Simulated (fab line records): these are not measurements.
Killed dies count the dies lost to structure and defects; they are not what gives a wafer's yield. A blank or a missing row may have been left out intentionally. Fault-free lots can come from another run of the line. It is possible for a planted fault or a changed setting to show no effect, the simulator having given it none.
Split-lot study + flow sfqLine + 23 wafers read across 5 lots, on a route 325 steps long

## THE SPLIT ITSELF
At SFQ_TRILAYER_M6_LITHO_PEB_162 (peb time 60 s), the setting pebTimeS was moved away from the recipe's 60 s on 10 of the 23 wafers read, by -14.9% to +10.2%. For the rest of the wafers, this setting stayed at what the recipe calls for.

## FROM THE SPLIT TO THE READING: what the file shows between them, 2 steps
- SFQ_TRILAYER_M6_LITHO_DEVELOP_161: time 60 s
- SFQ_TRILAYER_M6_BARC_OPEN_METAL_ETCH_206: etches BARC in O2, target depth 125 nm, time 41.7 s

## THE READING
M6.cdNm (the simulator's own value, which no gauge read), in nm, at SFQ_TRILAYER_M6_ETCH_METAL_ETCH_162 (etches Nb in Cl2/Ar, stops on SiO2, target depth 240 nm, time 120 s). There is no usual value for it anywhere in the file. Across the 13 wafers here that went through the recipe, the average is 500.0 nm and the standard deviation 1.5 nm.

| wafer  | tool, chamber at the split | pebTimeS as run, s | against the recipe | M6.cdNm, nm | against lot-mates on the recipe |
|--------|----------------------------|--------------------|--------------------|-------------|---------------------------------|
| L074.2 | lithoTrack-04, 0           | 60                 | recipe             | 500.5       | -                               |
| L074.4 | lithoTrack-04, 0           | 60                 | recipe             | 500.4       | -                               |
| L074.6 | lithoTrack-04, 0           | 60                 | recipe             | 500.8       | -                               |
| L075.1 | lithoTrack-04, 0           | 51.07              | -14.9%             | 525.8       | +26.2                           |
| L075.2 | lithoTrack-04, 0           | 60                 | recipe             | 498.4       | -                               |
| L075.4 | lithoTrack-04, 0           | 60                 | recipe             | 502.6       | -                               |
| L075.5 | lithoTrack-04, 0           | 51.07              | -14.9%             | 526.2       | +26.6                           |
| L075.6 | lithoTrack-04, 0           | 60                 | recipe             | 497.9       | -                               |
| L078.1 | lithoTrack-02, 0           | 60                 | recipe             | 501.1       | -                               |
| L078.3 | lithoTrack-02, 0           | 56.17              | -6.4%              | 510.2       | +10.8                           |
| L078.4 | lithoTrack-02, 0           | 60                 | recipe             | 498.1       | -                               |
| L078.5 | lithoTrack-02, 0           | 60                 | recipe             | 498.9       | -                               |
| L078.6 | lithoTrack-02, 0           | 56.17              | -6.4%              | 510.3       | +10.9                           |
| L083.1 | lithoTrack-03, 0           | 66.13              | +10.2%             | 487.1       | -14.5                           |
| L083.2 | lithoTrack-03, 0           | 66.13              | +10.2%             | 489.3       | -12.3                           |
| L083.4 | lithoTrack-03, 0           | 60                 | recipe             | 501.2       | -                               |
| L083.5 | lithoTrack-03, 0           | 60                 | recipe             | 502         | -                               |
| L083.6 | lithoTrack-03, 0           | 66.13              | +10.2%             | 487.3       | -14.3                           |
| L085.1 | lithoTrack-02, 0           | 60                 | recipe             | 499.2       | -                               |
| L085.2 | lithoTrack-02, 0           | 66.02              | +10.0%             | 484.4       | -14.6                           |
| L085.3 | lithoTrack-02, 0           | 60                 | recipe             | 498.7       | -                               |
| L085.4 | lithoTrack-02, 0           | 66.02              | +10.0%             | 484.7       | -14.2                           |
| L085.6 | lithoTrack-02, 0           | 66.02              | +10.0%             | 484.6       | -14.3                           |

FIT RESULTS
A straight line over all 23 wafers: M6.cdNm changes by -1.54 nm for each +1% of pebTimeS; r = -0.99; the points scatter about the line by 1.9 nm.
The same after taking each lot's own level away (the mean of its wafers on the recipe; 23 wafers): -1.57 nm for each +1%; r = -0.99; scatter 1.5 nm.
According to that fit, moving pebTimeS by its largest amount changes the reading by 23 nm.
The span of the lots' own levels, 498.95 to 501.60 nm, comes to 1.8 times the standard deviation stated above.
Hence the lot-to-lot level has little effect on the slope; both slopes agree.
Check: with one of the wafers moved furthest among these (-14.9%) left out of the fit, the line predicts +23.5 nm for it against its lot-mates. Against them it came out at +26.2 nm.

## THESE WAFERS: OTHER SPLITS
Other splits were also applied to these wafers ahead of the reading. Each is held against what the fit with the lots' levels taken away leaves over:
| other split on the same wafers         | wafers away from the commonest value | r with M6.cdNm (lot level and that fit taken away) |
|----------------------------------------|--------------------------------------|----------------------------------------------------|
| SFQ_TRILAYER_C5_LITHO_COAT_151 spinRpm | 10                                   | +0.14                                              |
| SFQ_TRILAYER_C5_LITHO_PEB_154 pebTimeS | 5                                    | -0.33                                              |

## THE WHOLE CHAIN: every reading that the file lists as answering this split, in the file's order
| step                                     | what it does                                                        | reading                                                  | change (the file's fit)              | r (the file's) |
|------------------------------------------|---------------------------------------------------------------------|----------------------------------------------------------|--------------------------------------|----------------|
| SFQ_TRILAYER_M6_BARC_OPEN_METAL_ETCH_206 | etches BARC in O2, target depth 125 nm, time 41.7 s                 | M6.cdNm (the simulator's own value, which no gauge read) | -1.52 nm for each +1% of the setting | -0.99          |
| SFQ_TRILAYER_M6_ETCH_METAL_ETCH_162      | etches Nb in Cl2/Ar, stops on SiO2, target depth 240 nm, time 120 s | M6.cdNm (the simulator's own value, which no gauge read) | -1.6 nm for each +1% of the setting  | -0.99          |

## FILE'S OWN FIT
M6.cdNm changes by -1.6 nm for each +1% of pebTimeS, r = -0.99.
